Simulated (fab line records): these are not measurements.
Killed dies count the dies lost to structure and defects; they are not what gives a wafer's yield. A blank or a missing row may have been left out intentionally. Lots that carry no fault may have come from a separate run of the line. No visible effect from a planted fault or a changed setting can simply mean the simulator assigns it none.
Chamber matching | flow gf180mcu | pecvd-03 running GF_V3_CVD_02: 3 sister chambers
The step deposits SiO2 from TEOS, target thk 850 nm, time 94.851 s. 3 wafers are shown with their chamber, then 11 later ones without.

## WAFERS, EACH WITH ITS CHAMBER
wafer  | chamber | heaterPowerW (W)
L086.2 | 2       | 771
L086.5 | 1       | 804
L088.1 | 0       | 510

## WAFERS WITHOUT THEIR CHAMBER
wafer  | heaterPowerW (W)
L088.5 | 583
L088.6 | 661
L089.1 | 800
L089.2 | 737
L089.3 | 625
L090.1 | 620
L090.3 | 911
L090.5 | 504
L093.1 | 639
L093.4 | 725
L093.6 | 501

## EACH ONE'S CHAMBER
wafer  | from the rows above          | in truth
L088.5 | can't be placed: 0 or 2 or 1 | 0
L088.6 | can't be placed: 2 or 1 or 0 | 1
L089.1 | can't be placed: 1 or 2      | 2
L089.2 | can't be placed: 2 or 1      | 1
L089.3 | can't be placed: 0 or 2 or 1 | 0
L090.1 | can't be placed: 0 or 2 or 1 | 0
L090.3 | can't be placed: 1 or 2      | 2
L090.5 | 0                            | 0
L093.1 | can't be placed: 0 or 2 or 1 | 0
L093.4 | can't be placed: 2 or 1      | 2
L093.6 | 0                            | 0
Correctly placed: 2 of 11. Not placeable from these rows: 9 (in 9, the candidates include the true chamber). 0 placed wrongly.
How it was worked out, from the rows above alone: a wafer's distance from a chamber is the root of the sum, over the readings, of the square of ((its reading less the chamber's mean) divided by the reading's scatter). The wafer belongs to the nearest chamber; if the next one is less than 2 further off, it can't be placed. The mean given for a chamber averages the wafers shown for that chamber. The scatter (one wafer shown for each chamber): square how far every hidden wafer sits from the nearest shown wafer, average those squares and take the square root.
